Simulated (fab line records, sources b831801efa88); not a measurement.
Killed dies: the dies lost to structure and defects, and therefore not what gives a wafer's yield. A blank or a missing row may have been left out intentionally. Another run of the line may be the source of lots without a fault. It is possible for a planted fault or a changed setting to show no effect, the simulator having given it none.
A struck lot beside a sound one    flow sky130    23 steps out of a route of 708
Sound: wafers L360.3, L360.5, L360.6. The struck wafers were L362.4, L362.5, L362.6. At the end, the cause is stated.
At each step with rows: each side's tool, then ch and its chambers, then its first start. Under that, the readings that differ: sound wafers    struck wafers    difference of the means    sigmas: that difference in standard deviations of wafers without a fault.
alike: readings with means less than 2 such deviations apart, plus words and numbers identical on both sides. not compared: withheld readings, readings lacking a value on some wafer, bounds such as >300 that could conceal the same value, and numbers that have no deviation in the record and whose values overlap.
Wherever a step has rows on one side only, a row that says differs or no value, or a row with sigmas, the two part there. When numbers do not overlap yet have no deviation, they are printed without sigmas and do not part them. A reading that every wafer of one side lacks parts them only if that side has two wafers or more.

first, 5 steps without rows for these wafers: SKY_VT_ADJUST_NCORE_COAT_02 (resist thk 1140 nm); SKY_VT_ADJUST_NCORE_SOFTBAKE_03 (time 60 s); SKY_VT_ADJUST_NCORE_EXPOSE_04 (exposes mask LVTN COMPLEMENT THIN, target cd 380 nm); SKY_VT_ADJUST_NCORE_PEB_05; SKY_VT_ADJUST_NCORE_DEVELOP_06 (develop time 60 s).
SKY_VT_ADJUST_NCORE_CD_MEAS_07: target cd 380 nm.
  sound on cd sem-01, day 10 16:04; struck on cd sem-02, day 11 17:32
  alike: cd nm
SKY_VT_ADJUST_NCORE_OVL_MEAS_08:
  sound on overlay-02, day 10 16:10; struck on overlay-02, day 11 17:37
reading                   sound           struck       difference  sigmas
VT_ADJUST_NCORE_OVL (nm)  -1.5 -1.3 -0.5  1.7 2.2 2.1  +3.1        +3
after that, 1 step had no rows for these wafers: SKY_VT_ADJUST_NCORE_IMPLANT_09.
SKY_VT_ADJUST_NCORE_STRIP_10: strips in O2/N2.
  sound on plasma asher-04 ch 0,1, day 10 16:22; struck on plasma asher-02 ch 0,1, day 11 17:53
  alike: drypump motor current A, oes product au, strip time to endpoint s
  not compared: rf hours counter h
SKY_VT_ADJUST_NCORE_TW_MEAS_11:
  sound on film metro-01, day 10 16:28; struck on film metro-02, day 11 17:59
  alike: VT_ADJUST_NCORE_TW
then, 2 steps without rows for these wafers: SKY_VT_ADJUST_HVTR_DEHYDRATE_00 (time 60 s); SKY_VT_ADJUST_HVTR_HMDS_01 (prime time 60 s).
SKY_VT_ADJUST_HVTR_COAT_02: resist thk 1140 nm.
  sound on litho track-01 ch 0, day 11 03:10; struck on litho track-01 ch 0, day 12 05:48
reading                                              sound                 struck                difference  sigmas
spin speed rpm (rpm)                                 2998.6 3002.2 2996.5  3665.0 3665.3 3660.9  +664.6      +99 or more
model.NOVOLAK_of_VT_ADJUST_HVTR_COAT_02.thk nm (nm)  1142 1142 1144        1026 1029 1031        -114        
then, 3 steps without rows for these wafers: SKY_VT_ADJUST_HVTR_SOFTBAKE_03 (time 60 s); SKY_VT_ADJUST_HVTR_EXPOSE_04 (exposes mask HVTRM, target cd 380 nm); SKY_VT_ADJUST_HVTR_PEB_05.
SKY_VT_ADJUST_HVTR_DEVELOP_06: develop time 60 s.
  sound on litho track-01 ch 0, day 11 14:31; struck on litho track-01 ch 0, day 12 18:03
reading                                              sound           struck          difference  sigmas
model.NOVOLAK_of_VT_ADJUST_HVTR_COAT_02.thk nm (nm)  1141 1141 1144  1026 1029 1031  -113        
SKY_VT_ADJUST_HVTR_CD_MEAS_07: target cd 380 nm.
  sound on cd sem-02, day 11 14:40; struck on cd sem-02, day 12 18:11
reading     sound              struck             difference  sigmas
cd nm (nm)  375.0 379.0 375.9  385.9 387.0 387.5  +10.2       +4
SKY_VT_ADJUST_HVTR_OVL_MEAS_08:
  sound on overlay-01, day 11 14:45; struck on overlay-01, day 12 18:16
  alike: VT_ADJUST_HVTR_OVL
after that, 1 step had no rows for these wafers: SKY_VT_ADJUST_HVTR_IMPLANT_09.
SKY_VT_ADJUST_HVTR_STRIP_10: strips in O2/N2.
  sound on plasma asher-02 ch 0,1, day 11 14:58; struck on plasma asher-01 ch 0,1, day 12 18:28
reading                       sound              struck             difference  sigmas
strip time to endpoint s (s)  14.21 14.20 14.23  12.87 12.91 12.92  -1.31       -36
  alike: drypump motor current A, oes product au
  not compared: rf hours counter h
SKY_VT_ADJUST_HVTR_TW_MEAS_11:
  sound on film metro-04, day 11 15:03; struck on film metro-03, day 12 18:34
  alike: VT_ADJUST_HVTR_TW
-- a jump in the record: the struck wafers' starts before and after are 36 days apart (it breaks off in module VT_ADJUST_HVTR and resumes in module PAD_OPEN, where the first step shown is number 708 of the route) --
SKY_PAD_OPEN_PROBE_99:
  record: rows for the struck wafers here (prober-02, day 48 13:26), none for the sound ones

WHERE THEY PART
First at SKY_VT_ADJUST_NCORE_OVL_MEAS_08; last, within this record, at SKY_PAD_OPEN_PROBE_99.

WHY: whatever the simulator had introduced
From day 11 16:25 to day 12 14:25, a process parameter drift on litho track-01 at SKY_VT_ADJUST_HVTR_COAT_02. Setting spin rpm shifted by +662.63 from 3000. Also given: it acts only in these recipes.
